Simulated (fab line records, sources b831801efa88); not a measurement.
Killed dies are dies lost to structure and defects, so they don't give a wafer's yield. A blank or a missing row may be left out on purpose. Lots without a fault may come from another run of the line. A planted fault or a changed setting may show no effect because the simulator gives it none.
A struck lot beside a sound one | flow sky130 | 16 steps out of a route of 708
Sound: wafers L473.3, L473.4, L473.6. Struck: wafer L490.6. (L490.1, L490.4 of the same lot were not struck and are left out.) The cause comes at the end.
At each step with rows: each side's tool, then ch and its chambers, then its first start. Under that, the readings that differ: sound wafers | struck wafers | difference of the means | sigmas: that difference in standard deviations of wafers without a fault.
alike: readings whose means differ by less than 2 such deviations, and words and numbers that are the same on both sides. not compared: withheld readings, readings that some wafer has no value for, bounds like >300 that may hide the same value, and numbers for which the record gives no deviation and whose values overlap.
The two part at a step that has a row with sigmas, a row that says differs or no value, or rows on one side only. Numbers that don't overlap but have no deviation are shown without sigmas and don't part them. A reading that every wafer of one side lacks parts them only if that side has two wafers or more.

SKY_SD_N_OVL_MEAS_08:
  sound on overlay-01, day 28 06:46; struck on overlay-01, day 33 20:13
  alike: SD_N_OVL
then, 2 steps without rows for these wafers: SKY_SD_N_IMPLANT_09; SKY_SD_N_IMPLANT_10.
SKY_SD_N_STRIP_11: strips in O2/N2.
  sound on plasma_asher-03 ch 0,1, day 28 07:07; struck on plasma_asher-02 ch 1, day 33 20:32
  reading                      | sound             | struck | difference | sigmas
  strip_time_to_endpoint_s (s) | 22.49 22.52 22.52 | 22.58  | +0.07      | +2
  alike: drypump_motor_current_A, oes_product_au
  not compared: rf_hours_counter_h
SKY_SD_N_TW_MEAS_12:
  sound on film_metro-04, day 28 07:13; struck on film_metro-04, day 33 20:38
  alike: SD_N_TW
then, 1 step without rows for these wafers: SKY_SD_N_CLEAN_13 (cleans in SC1/SC2, time 150 s).
SKY_SD_N_RTA_14: time 2 s.
  sound on rtp_anneal-02 ch 0, day 28 07:19; struck on rtp_anneal-01 ch 0, day 33 20:45
  alike: lamp_power_pct, ramp_up_c_per_s, wafer_temp_C_max
SKY_SD_N_RS_MEAS_16: measures by four-point-probe.
  sound on film_metro-02, day 28 07:31; struck on film_metro-01, day 33 20:55
  reading          | sound             | struck | difference | sigmas
  SD_N_RS (ohm/sq) | 68.23 68.42 68.16 | 68.67  | +0.40      | +3
SKY_SD_N_RS_MEAS_17: measures by four-point-probe.
  sound on film_metro-02, day 28 07:38; struck on film_metro-01, day 33 21:02
  reading          | sound             | struck | difference | sigmas
  SD_P_RS (ohm/sq) | 146.3 146.8 145.8 | 147.7  | +1.4       | +3
SKY_SD_N_RS_MEAS_18: measures by four-point-probe.
  sound on film_metro-02, day 28 07:45; struck on film_metro-01, day 33 21:10
  alike: RES_XHIGH_RS
then, 1 step without rows for these wafers: SKY_SALICIDE_CLEAN_00 (cleans in HF-last, time 30 s).
SKY_LI_CONTACT_HDPCVD_00: deposits PSG, target thk 930 nm, time 155 s.
  sound on hdpcvd-02 ch 0,1, day 28 07:57; struck on hdpcvd-01 ch 0, day 33 21:18
  reading                                       | sound             | struck | difference | sigmas
  run_length_s (s)                              | 182.3 181.9 183.7 | 215.9  | +33.3      | +58
  model.PSG_of_LI_CONTACT_HDPCVD_00.thk_nm (nm) | 936.2 940.5 929.6 | 1131   | +196       |
SKY_LI_CONTACT_THK_MEAS_01:
  sound on film_metro-01, day 28 08:04; struck on film_metro-04, day 33 21:24
  reading                    | sound       | struck | difference | sigmas
  LI_CONTACT_HDPCVD_THK (nm) | 936 940 929 | 1131   | +196       | +18
SKY_LI_CONTACT_CMP_02: polishes PSG.
  sound on cmp-02 ch 0,1,3, day 28 08:10; struck on cmp-02 ch 2, day 33 21:51
  reading                | sound          | struck | difference | sigmas
  time_to_endpoint_s (s) | 32.7 35.6 35.6 | 53.5   | +18.9      | +8
  alike: motor_current_A
SKY_LI_CONTACT_BOW_MEAS_03:
  sound on film_metro-04, day 28 08:27; struck on film_metro-01, day 33 22:09
  alike: LI_CONTACT_BOW
SKY_PAD_OPEN_PROBE_99:
  the record has rows for the sound wafers here (prober-01, day 46 03:02) and none for the struck ones

WHERE THEY PART
First at SKY_SD_N_STRIP_11; last, within this record, at SKY_PAD_OPEN_PROBE_99.

WHY: what the simulator had put in
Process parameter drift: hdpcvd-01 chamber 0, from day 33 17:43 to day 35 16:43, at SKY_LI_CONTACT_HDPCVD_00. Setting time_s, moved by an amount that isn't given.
